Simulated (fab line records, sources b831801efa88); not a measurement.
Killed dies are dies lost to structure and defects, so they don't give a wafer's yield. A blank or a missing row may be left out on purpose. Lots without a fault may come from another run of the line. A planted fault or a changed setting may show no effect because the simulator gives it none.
Chamber matching | flow sfq_line | SFQ_TRILAYER_I0_CMP_CMP_028 on cmp-01: 4 sister chambers
The step polishes SiO2. 8 wafers are shown with their chamber, then 6 later ones without.

WAFERS WITH THEIR CHAMBER
wafer  | chamber | motor_current_A (A) | head_pressure_psi (psi)
L283.3 | 1       | 11.8                | 3.003
L283.5 | 1       | 11.1                | 3.009
L286.3 | 0       | 9.3                 | 3.012
L288.2 | 3       | 11.4                | 2.996
L288.3 | 2       | 10.9                | 3.005
L299.2 | 3       | 11.2                | 3.002
L299.4 | 0       | 9.2                 | 3.012
L299.6 | 2       | 11.4                | 3.010

WAFERS WITHOUT THEIR CHAMBER
wafer  | motor_current_A (A) | head_pressure_psi (psi)
L300.2 | 12.6                | 2.993
L300.1 | 10.9                | 3.001
L300.5 | 11.2                | 3.002
L301.1 | 10.7                | 2.992
L301.2 | 11.5                | 3.012
L301.3 | 11.0                | 3.002

WHICH CHAMBER EACH WENT THROUGH
wafer  | from the rows above          | in truth
L300.2 | can't be placed: 3 or 1 or 2 | 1
L300.1 | can't be placed: 3 or 2 or 1 | 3
L300.5 | can't be placed: 3 or 1 or 2 | 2
L301.1 | can't be placed: 3 or 1 or 2 | 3
L301.2 | can't be placed: 2 or 1      | 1
L301.3 | can't be placed: 3 or 2 or 1 | 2
Placed correctly: 0 of 6. Can't be placed from these rows: 6 (the true chamber is among the candidates in 6). Placed wrongly: 0.
How it was worked out, from the rows above alone: a wafer's distance from a chamber is the root of the sum, over the readings, of the square of ((its reading less the chamber's mean) divided by the reading's scatter). The wafer belongs to the nearest chamber; if the next one is less than 2 further off, it can't be placed. A chamber's mean is the mean of its shown wafers. The scatter: the root of (the sum of the squares of (reading less its chamber's mean) over the shown wafers, divided by (wafers less chambers)).
